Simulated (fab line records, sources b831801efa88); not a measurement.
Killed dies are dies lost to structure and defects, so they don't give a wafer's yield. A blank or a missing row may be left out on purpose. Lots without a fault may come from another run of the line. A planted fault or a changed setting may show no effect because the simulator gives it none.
fab line records | flow gf180mcu | part 1 of 2: steps 1 to 25 of 37
record lots=5 wafers=15 last_day=33
route steps=602 shown HV_LDD@221 NSD@235 PSD@248
lots that met no fault: from a run of the same line without faults
start_h: hours from the record's first day to the start of the lot's first wafer shown | wait_h: hours since the lot's step before | " the same as in the row above | L1.1+2: a row that stands for several wafers | - no value, or no start given | * or withheld: withheld | < > ~ a bound
route shown NAME@n: a module of which the file shows steps, and the number in the route of the first | usual: mean/standard deviation of fault-free wafers | same: alike in all rows | chamber/n: place in a boat | sites: the reading at each site | _std_site: their standard deviation | _edge_site: outer sites' mean less inner sites' | radius_mm: how far each site lies from the wafer's centre | mask NAME#n: copy n | behind: the tool/chamber that last shaped the wafer | hold: why the lot was held/for how many hours/how that ended | device: the transistor (n, p or np) that didn't switch | end of line: the same wafers' tests at the end of the route | a step without rows: its recipe alone | killed: dies lost to structure and defects at the first sort, not the wafer's yield | map: a wafer's dies, x killed, . not, _ none there
set.NAME: the setting as run; set.NAME@STEP: as run at that earlier step | model.NAME: the simulator's own value behind a step, which no gauge read
lots at some steps of the route; a table a step, a row a wafer
services: from which hour (start_h, from the record's first day; less than 0 if before it) a tool's chamber was out of use, for how many hours, and why
## steps
# step GF_HV_LDD_DEVELOP_45
# recipe develop_time_s=60 dev_temp_c=23
# columns lot.wafer tool chamber start_h wait_h
L076.2+3+4 litho_track-01 0 285.03 0.1
L078.2+3+4 litho_track-02 0 306.03 0.1
L079.1+2+5 litho_track-01 0 316.26 0.1
L090.3+4+6 litho_track-02 0 398.40 0.1
L092.2+3+4 litho_track-02 0 420.78 0.1
# step GF_HV_LDD_CD_MEAS_46
# recipe target_cd_nm=400
# usual cd_nm=399.7/2.5
# columns lot.wafer tool chamber start_h wait_h cd_nm
L076.2 cd_sem-02 - 285.18 0.1 398.8
L076.3 " - " " 397.2
L076.4 " - " " 396.9
L078.2 cd_sem-01 - 306.17 0.1 404.0
L078.3 " - " " 402.9
L078.4 " - " " 400.5
L079.1 cd_sem-01 - 316.41 0.1 397.8
L079.2 " - " " 396.4
L079.5 " - " " 398.4
L090.3 cd_sem-01 - 398.54 0.1 404.3
L090.4 " - " " 404.5
L090.6 " - " " 403.1
L092.2 cd_sem-02 - 420.92 0.1 396.6
L092.3 " - " " 398.8
L092.4 " - " " 398.6
# step GF_HV_LDD_OVL_MEAS_47
# usual HV_LDD_03_OVL=-0.4/1.3
# columns lot.wafer tool chamber start_h wait_h HV_LDD_03_OVL[nm]
L076.2 overlay-01 - 285.28 0.1 0.0
L076.3 " - " " 1.1
L076.4 " - " " 1.8
L078.2 overlay-02 - 306.28 0.1 -1.8
L078.3 " - " " -0.9
L078.4 " - " " -0.4
L079.1 overlay-01 - 316.53 0.1 -0.6
L079.2 " - " " -1.2
L079.5 " - " " -0.6
L090.3 overlay-02 - 398.63 0.1 -0.9
L090.4 " - " " -1.8
L090.6 " - " " -2.2
L092.2 overlay-02 - 421.03 0.1 -0.5
L092.3 " - " " 0.4
L092.4 " - " " 0.4
# step GF_HV_LDD_IMPLANT_48
# recipe species=B energy_kev=25 dose_cm2=3.062e+13 tilt_deg=7
# usual end_station_pressure_torr=5.13e-06/2.6e-07
# columns lot.wafer tool chamber start_h wait_h end_station_pressure_torr
L076.2 implanter-03 0 285.34 0.0 4.72e-06
L076.3 " 0 " " 5.23e-06
L076.4 " 0 " " 5.41e-06
L078.2 implanter-02 0 306.34 0.0 4.86e-06
L078.3 " 0 " " 5.58e-06
L078.4 " 0 " " 4.92e-06
L079.1 implanter-02 0 316.56 0.0 5.25e-06
L079.2 " 0 " " 5.11e-06
L079.5 " 0 " " 5.29e-06
L090.3 implanter-04 0 398.71 0.1 5.08e-06
L090.4 " 0 " " 5.17e-06
L090.6 " 0 " " 5.12e-06
L092.2 implanter-03 0 421.08 0.0 4.68e-06
L092.3 " 0 " " 5.1e-06
L092.4 " 0 " " 5.17e-06
# step GF_HV_LDD_STRIP_49
# recipe chemistry=O2/N2 power_w=1400 pressure_mtorr=1500 platen_temp_c=250 o2_flow_sccm=3000 n2_flow_sccm=300 overash_fraction=0.5
# usual drypump_motor_current_A=5.5/0.38 heater_power_w=344/69 oes_product_au=0.715/0.0044 strip_time_to_endpoint_s=12.61/0.03
# columns lot.wafer tool chamber start_h wait_h drypump_motor_current_A heater_power_w oes_product_au rf_hours_counter_h strip_time_to_endpoint_s
L076.2 plasma_asher-03 1 285.46 0.1 4.9 490 0.722 59 12.52
L076.3 " 1 " " 4.9 489 0.712 - 12.55
L076.4 " 0 " " 5.6 276 0.706 - 12.62
L078.2 plasma_asher-02 0 306.46 0.1 6.2 276 0.712 20 12.58
L078.3 " 1 " " 5.2 402 0.720 - 12.59
L078.4 " 0 " " 6.2 268 0.710 - 12.57
L079.1 plasma_asher-01 0 316.71 0.1 5.7 337 0.717 72 12.57
L079.2 " 1 " " 5.6 305 0.711 72 12.61
L079.5 " 1 " " 5.6 303 0.720 - 12.58
L090.3 plasma_asher-01 0 398.84 0.1 5.7 340 0.718 - 12.63
L090.4 " 1 " " 5.6 307 0.709 - 12.63
L090.6 " 1 " " 5.6 311 0.712 - 12.63
L092.2 plasma_asher-01 1 421.21 0.1 5.5 310 0.724 85 12.65
L092.3 " 1 " " 5.5 316 0.713 - 12.59
L092.4 " 0 " " 5.7 340 0.710 - 12.59
# step GF_HV_LDD_TW_MEAS_50
# usual HV_LDD_4_TW=571/3.5
# columns lot.wafer tool chamber start_h wait_h HV_LDD_4_TW
L076.2 film_metro-04 - 285.57 0.1 573
L076.3 " - " " 572
L076.4 " - " " 571
L078.2 film_metro-03 - 306.57 0.1 575
L078.3 " - " " 572
L078.4 " - " " 574
L079.1 film_metro-01 - 316.81 0.1 569
L079.2 " - " " 571
L079.5 " - " " 574
L090.3 film_metro-04 - 398.93 0.1 572
L090.4 " - " " 569
L090.6 " - " " 574
L092.2 film_metro-01 - 421.32 0.1 567
L092.3 " - " " 570
L092.4 " - " " 568
# step GF_HV_LDD_CLEAN_51
# recipe chemistry=SC1/SC2 mix=1:4:20 temp_c=70 time_s=150 dry=n2_spin
# usual bath_heat_duty_pct=14.0/1.6 temp_c=70.01/0.12
# columns lot.wafer tool chamber start_h wait_h bath_heat_duty_pct temp_c
L076.2 wet_bench-01 1 285.62 0.0 14.4 69.99
L076.3 " 1 " " 14.0 69.95
L076.4 " 1 " " 15.8 69.93
L078.2 wet_bench-04 1 306.62 0.0 13.6 69.89
L078.3 " 1 " " 13.5 70.08
L078.4 " 1 " " 13.6 69.95
L079.1 wet_bench-01 0 316.87 0.1 14.9 69.96
L079.2 " 0 " " 14.4 69.86
L079.5 " 0 " " 14.3 69.93
L090.3 wet_bench-04 2 398.97 0.0 14.1 69.89
L090.4 " 2 " " 12.5 69.75
L090.6 " 2 " " 13.1 69.92
L092.2 wet_bench-02 0 421.37 0.0 15.1 70.14
L092.3 " 0 " " 13.3 69.94
L092.4 " 0 " " 13.4 69.98
# step GF_HV_LDD_RTA_52
# recipe temp_c=1000 time_s=10 ambient=N2
# usual lamp_power_pct=31.4/2.4 wafer_temp_C_max=1003.2/1.2
# columns lot.wafer tool chamber start_h wait_h lamp_power_pct wafer_temp_C_max
L076.2 rtp_anneal-02 0 285.68 0.0 29.3 1004.4
L076.3 " 0 " " 29.2 1004.8
L076.4 " 0 " " 29.2 1005.2
L078.2 rtp_anneal-02 0 306.73 0.0 29.2 1004.7
L078.3 " 0 " " 29.2 1003.3
L078.4 " 0 " " 29.2 1003.5
L079.1 rtp_anneal-01 0 316.98 0.0 34.1 1002.5
L079.2 " 0 " " 34.0 1002.6
L079.5 " 0 " " 34.1 1002.2
L090.3 rtp_anneal-01 0 399.04 0.0 34.1 1002.2
L090.4 " 0 " " 34.0 1002.2
L090.6 " 0 " " 34.0 1002.7
L092.2 rtp_anneal-02 0 421.43 0.0 29.3 1004.0
L092.3 " 0 " " 29.2 1003.7
L092.4 " 0 " " 29.2 1004.7
# step GF_HV_LDD_RS_MEAS_53
# recipe thk_meas_gauge=four-point-probe
# usual HV_LDD_RS=418.1/0.99
# columns lot.wafer tool chamber start_h wait_h HV_LDD_RS[ohm/sq]
L076.2 film_metro-03 - 285.76 0.1 417.8
L076.3 " - " " 417.8
L076.4 " - " " 417.5
L078.2 film_metro-03 - 306.81 0.1 418.2
L078.3 " - " " 418.3
L078.4 " - " " 419.3
L079.1 film_metro-04 - 317.05 0.1 416.9
L079.2 " - " " 417.5
L079.5 " - " " 417.5
L090.3 film_metro-01 - 399.13 0.1 417.2
L090.4 " - " " 417.7
L090.6 " - " " 417.9
L092.2 film_metro-01 - 421.51 0.1 415.4
L092.3 " - " " 417.1
L092.4 " - " " 417.1
# step GF_HV_LDD_CVD_54
# recipe material=SiO2 target_thk_nm=10 precursor=TEOS temp_c=680 time_s=75 pressure_mtorr=400
# usual spike_tc_lower_C=680.6/1.1 zone_power_upper_pct=11.2/0.67
# columns lot.wafer tool chamber start_h wait_h spike_tc_lower_C zone_power_upper_pct
L076.2 lpcvd-02 0 285.86 0.1 682.0 11.6
L076.3 " 0 " " 681.3 11.7
L076.4 " 0 " " 681.5 11.5
L078.2 lpcvd-01 0 306.91 0.1 679.8 10.3
L078.3 " 0 " " 680.4 10.5
L078.4 " 0 " " 680.3 10.4
L079.1 lpcvd-01 0 317.17 0.1 680.5 10.4
L079.2 " 0 " " 681.4 10.3
L079.5 " 0 " " 681.6 10.3
L090.3 lpcvd-02 0 399.63 0.5 680.0 11.6
L090.4 " 0 " " 680.4 11.5
L090.6 " 0 " " 681.8 11.5
L092.2 lpcvd-01 0 421.61 0.1 681.4 10.4
L092.3 " 0 " " 680.9 10.4
L092.4 " 0 " " 681.2 10.3
# step GF_HV_LDD_THK_MEAS_55
# recipe reads=SiO2_of_HV_LDD_CVD_54
# usual HV_LDD_CVD_54_THK=9.93/0.18
# columns lot.wafer tool chamber start_h wait_h HV_LDD_CVD_54_THK[nm]
L076.2 film_metro-03 - 286.89 0.0 10.07
L076.3 " - " " 9.96
L076.4 " - " " 10.07
L078.2 film_metro-03 - 307.94 0.0 9.84
L078.3 " - " " 9.80
L078.4 " - " " 9.89
L079.1 film_metro-01 - 318.19 0.0 10.13
L079.2 " - " " 10.07
L079.5 " - " " 10.17
L090.3 film_metro-04 - 400.67 0.0 10.17
L090.4 " - " " 10.16
L090.6 " - " " 10.11
L092.2 film_metro-01 - 422.64 0.0 9.70
L092.3 " - " " 9.64
L092.4 " - " " 9.75
# step GF_HV_LDD_CVD_56
# recipe material=Si3N4 precursor=DCS/NH3 target_thk_nm=90 temp_c=770 time_s=1543 pressure_mtorr=250
# usual spike_tc_lower_C=770.3/1.1 zone_power_upper_pct=14.6/0.89
# columns lot.wafer tool chamber start_h wait_h spike_tc_lower_C zone_power_upper_pct
L076.2 lpcvd-01 0 287.72 0.8 770.0 13.1
L076.3 " 0 " " 772.8 12.9
L076.4 " 0 " " 771.3 13.3
L078.2 lpcvd-01 1 307.99 0.0 771.7 15.8
L078.3 " 1 " " 770.7 15.3
L078.4 " 1 " " 768.0 15.6
L079.1 lpcvd-02 1 318.56 0.4 770.0 14.1
L079.2 " 1 " " 770.2 14.2
L079.5 " 1 " " 770.9 14.3
L090.3 lpcvd-02 0 401.98 1.3 770.1 14.6
L090.4 " 0 " " 770.1 14.8
L090.6 " 0 " " 769.0 14.7
L092.2 lpcvd-02 0 422.93 0.3 770.0 14.7
L092.3 " 0 " " 771.6 14.7
L092.4 " 0 " " 769.2 14.7
# step GF_HV_LDD_THK_MEAS_57
# recipe reads=Si3N4_of_HV_LDD_CVD_56
# usual HV_LDD_CVD_56_THK=89.7/0.83
# columns lot.wafer tool chamber start_h wait_h HV_LDD_CVD_56_THK[nm]
L076.2 film_metro-04 - 289.16 0.0 89.7
L076.3 " - " " 89.4
L076.4 " - " " 89.3
L078.2 film_metro-04 - 309.43 0.0 88.7
L078.3 " - " " 89.7
L078.4 " - " " 88.6
L079.1 film_metro-04 - 319.99 0.0 91.8
L079.2 " - " " 90.8
L079.5 " - " " 91.3
L090.3 film_metro-03 - 403.44 0.0 88.9
L090.4 " - " " 89.5
L090.6 " - " " 88.8
L092.2 film_metro-03 - 424.37 0.0 89.4
L092.3 " - " " 89.3
L092.4 " - " " 89.4
# step GF_HV_LDD_ETCHBACK_58
# recipe chemistry=CH3F/O2 target=Si3N4 stop_on=SiO2 source_w=400 bias_w=80 pressure_mtorr=25 ch3f_flow_sccm=40 O2_flow_sccm=30 time_s=100 target_depth_a=900
# usual O2_flow_sccm=30.00/0.096 drypump_motor_current_A=5.7/0.51 oes_product_au=0.841/0.006 throttle_valve_pct=10.562/0.0096
# columns lot.wafer tool chamber start_h wait_h O2_flow_sccm drypump_motor_current_A oes_product_au rf_hours_counter_h throttle_valve_pct
L076.2 rie_diel-04 0 289.21 0.0 29.82 5.7 0.842 23 10.550
L076.3 " 2 " " 30.13 5.2 0.849 107 10.572
L076.4 " 3 " " 30.10 6.5 0.837 10 10.550
L078.2 rie_diel-03 2 309.48 0.0 29.98 5.8 0.839 75 10.559
L078.3 " 3 " " 30.03 4.7 0.837 39 10.551
L078.4 " 2 " " 30.06 5.8 0.835 - 10.569
L079.1 rie_diel-03 0 320.05 0.1 29.72 5.9 0.857 41 10.558
L079.2 " 1 " " 29.90 5.8 0.842 15 10.560
L079.5 " 1 " " 29.98 5.8 0.853 - 10.558
L090.3 rie_diel-01 3 403.48 0.0 30.01 5.6 0.832 8 10.564
L090.4 " 0 " " 29.89 5.5 0.835 55 10.564
L090.6 " 2 " " 30.08 5.3 0.833 - 10.562
L092.2 rie_diel-04 0 424.42 0.0 30.15 5.7 0.835 26 10.563
L092.3 " 1 " " 30.14 6.3 0.844 9 10.558
L092.4 " 1 " " 30.03 6.3 0.841 - 10.571
# step GF_NSD_DEHYDRATE_00
# recipe temp_c=200 time_s=60
# usual heater_power_total_W=160.38/0.13 plate_temp_C=199.97/0.16
# columns lot.wafer tool chamber start_h wait_h heater_power_total_W plate_temp_C
L076.2 litho_track-03 0 299.14 9.9 160.35 200.00
L076.3 " 0 " " 160.13 199.94
L076.4 " 0 " " 160.39 200.13
L078.2 litho_track-04 0 319.62 10.1 160.16 200.21
L078.3 " 0 " " 160.33 199.82
L078.4 " 0 " " 160.27 199.85
L079.1 litho_track-01 0 329.91 9.8 160.50 200.04
L079.2 " 0 " " 160.13 200.02
L079.5 " 0 " " 160.54 199.95
L090.3 litho_track-04 0 414.90 11.4 160.31 199.72
L090.4 " 0 " " 160.50 199.91
L090.6 " 0 " " 160.33 199.80
L092.2 litho_track-04 0 435.62 11.2 160.27 199.91
L092.3 " 0 " " 160.40 200.11
L092.4 " 0 " " 160.50 200.08
# step GF_NSD_HMDS_01
# recipe prime_time_s=60 prime_temp_c=120
# columns lot.wafer tool chamber start_h wait_h
L076.2+3+4 litho_track-03 0 299.29 0.1
L078.2+3+4 litho_track-04 0 319.77 0.1
L079.1+2+5 litho_track-01 0 330.06 0.1
L090.3+4+6 litho_track-04 0 415.05 0.1
L092.2+3+4 litho_track-04 0 435.77 0.1
# step GF_NSD_COAT_02
# recipe resist=NOVOLAK spin_rpm=3000 resist_thk_nm=1000
# columns lot.wafer tool chamber start_h wait_h
L076.2+3+4 litho_track-03 0 299.44 0.1
L078.2+3+4 litho_track-04 0 319.92 0.1
L079.1+2+5 litho_track-01 0 330.21 0.1
L090.3+4+6 litho_track-04 0 415.20 0.1
L092.2+3+4 litho_track-04 0 435.92 0.1
# step GF_NSD_SOFTBAKE_03
# recipe temp_c=90 time_s=60 resist=NOVOLAK
# usual heater_power_total_W=56.60/0.043 plate_temp_C=90.01/0.12
# columns lot.wafer tool chamber start_h wait_h heater_power_total_W plate_temp_C
L076.2 litho_track-03 0 299.59 0.1 56.60 90.08
L076.3 " 0 " " 56.62 89.99
L076.4 " 0 " " 56.58 90.06
L078.2 litho_track-04 0 320.07 0.1 56.54 89.97
L078.3 " 0 " " 56.59 89.90
L078.4 " 0 " " 56.63 90.02
L079.1 litho_track-01 0 330.36 0.1 56.62 90.12
L079.2 " 0 " " 56.56 90.13
L079.5 " 0 " " 56.58 90.02
L090.3 litho_track-04 0 415.35 0.1 56.60 90.04
L090.4 " 0 " " 56.60 89.73
L090.6 " 0 " " 56.61 90.01
L092.2 litho_track-04 0 436.07 0.1 56.63 89.99
L092.3 " 0 " " 56.64 89.91
L092.4 " 0 " " 56.48 90.19
# step GF_NSD_EXPOSE_04
# recipe mask_id=Nplus target_cd_nm=400 na=0.6 source_shape=conventional sigma_outer=0.6 dose_mj=140
# usual stage_vel_mm_s=500.04/0.22
# same na=0.6
# columns lot.wafer tool chamber start_h wait_h mask stage_vel_mm_s
L076.2 iline_stepper-02 0 - - Nplus#0 500.22
L076.3 " 0 " " Nplus#0 499.95
L076.4 " 0 " " Nplus#0 500.24
L078.2 iline_stepper-01 0 - - Nplus#0 499.97
L078.3 " 0 " " Nplus#0 500.08
L078.4 " 0 " " Nplus#0 500.26
L079.1 iline_stepper-02 0 - - Nplus#0 499.61
L079.2 " 0 " " Nplus#0 500.00
L079.5 " 0 " " Nplus#0 499.77
L090.3 iline_stepper-02 0 - - Nplus#0 499.81
L090.4 " 0 " " Nplus#0 499.97
L090.6 " 0 " " Nplus#0 499.71
L092.2 iline_stepper-02 0 - - Nplus#0 500.57
L092.3 " 0 " " Nplus#0 500.05
L092.4 " 0 " " Nplus#0 499.70
# step GF_NSD_PEB_05
# recipe temp_c=withheld time_s=* resist=NOVOLAK
# columns lot.wafer tool chamber start_h wait_h
L076.2+3+4 litho_track-03 0 - -
L078.2+3+4 litho_track-04 0 - -
L079.1+2+5 litho_track-01 0 - -
L090.3+4+6 litho_track-01 0 - -
L092.2+3+4 litho_track-03 0 - -
# step GF_NSD_DEVELOP_06
# recipe develop_time_s=60 dev_temp_c=23
# columns lot.wafer tool chamber start_h wait_h
L076.2+3+4 litho_track-03 0 309.39 0.1
L078.2+3+4 litho_track-04 0 330.17 0.1
L079.1+2+5 litho_track-01 0 341.11 0.1
L090.3+4+6 litho_track-01 0 426.60 0.1
L092.2+3+4 litho_track-03 0 447.34 0.1
# step GF_NSD_CD_MEAS_07
# recipe target_cd_nm=400
# usual cd_nm=399.6/1.8
# columns lot.wafer tool chamber start_h wait_h cd_nm
L076.2 cd_sem-02 - 309.53 0.1 396.8
L076.3 " - " " 398.1
L076.4 " - " " 398.4
L078.2 cd_sem-01 - 330.32 0.1 398.9
L078.3 " - " " 398.1
L078.4 " - " " 399.5
L079.1 cd_sem-01 - 341.26 0.1 401.0
L079.2 " - " " 401.8
L079.5 " - " " 399.6
L090.3 cd_sem-02 - 426.74 0.1 397.5
L090.4 " - " " 395.7
L090.6 " - " " 394.0
L092.2 cd_sem-01 - 447.48 0.1 397.8
L092.3 " - " " 398.2
L092.4 " - " " 399.0
# step GF_NSD_OVL_MEAS_08
# usual NSD_OVL=0.0/1.3
# columns lot.wafer tool chamber start_h wait_h NSD_OVL[nm]
L076.2 overlay-02 - 309.64 0.1 -0.3
L076.3 " - " " -0.3
L076.4 " - " " -0.1
L078.2 overlay-02 - 330.42 0.1 -0.7
L078.3 " - " " 0.1
L078.4 " - " " 0.3
L079.1 overlay-02 - 341.38 0.1 -1.7
L079.2 " - " " -0.1
L079.5 " - " " -1.2
L090.3 overlay-02 - 426.84 0.1 1.0
L090.4 " - " " 0.1
L090.6 " - " " 0.6
L092.2 overlay-01 - 447.59 0.1 -0.1
L092.3 " - " " 0.1
L092.4 " - " " 0.8
# step GF_NSD_IMPLANT_09
# recipe species=As energy_kev=60 dose_cm2=4e+15 tilt_deg=7
# usual end_station_pressure_torr=1.35e-05/1.1e-06
# columns lot.wafer tool chamber start_h wait_h end_station_pressure_torr
L076.2 implanter-03 0 309.70 0.0 1.44e-05
L076.3 " 0 " " 1.4e-05
L076.4 " 0 " " 1.42e-05
L078.2 implanter-04 0 330.48 0.0 1.38e-05
L078.3 " 0 " " 1.4e-05
L078.4 " 0 " " 1.44e-05
L079.1 implanter-04 0 341.41 0.0 1.49e-05
L079.2 " 0 " " 1.28e-05
L079.5 " 0 " " 1.37e-05
L090.3 implanter-03 0 426.94 0.1 1.36e-05
L090.4 " 0 " " 1.44e-05
L090.6 " 0 " " 1.51e-05
L092.2 implanter-01 0 447.64 0.0 1.34e-05
L092.3 " 0 " " 1.25e-05
L092.4 " 0 " " 1.34e-05
# step GF_NSD_IMPLANT_10
# recipe species=P energy_kev=40 dose_cm2=5e+14 tilt_deg=7
# usual end_station_pressure_torr=7.2e-06/4.1e-07
# columns lot.wafer tool chamber start_h wait_h end_station_pressure_torr
L076.2 implanter-03 0 309.85 0.1 7.6e-06
L076.3 " 0 " " 7e-06
L076.4 " 0 " " 7.4e-06
L078.2 implanter-04 0 330.63 0.1 7.8e-06
L078.3 " 0 " " 6.9e-06
L078.4 " 0 " " 7.6e-06
L079.1 implanter-04 0 341.56 0.1 6.9e-06
L079.2 " 0 " " 7e-06
L079.5 " 0 " " 7.4e-06
L090.3 implanter-03 0 427.09 0.1 7.4e-06
L090.4 " 0 " " 7.9e-06
L090.6 " 0 " " 7e-06
L092.2 implanter-01 0 447.79 0.1 7.6e-06
L092.3 " 0 " " 8e-06
L092.4 " 0 " " 6.8e-06
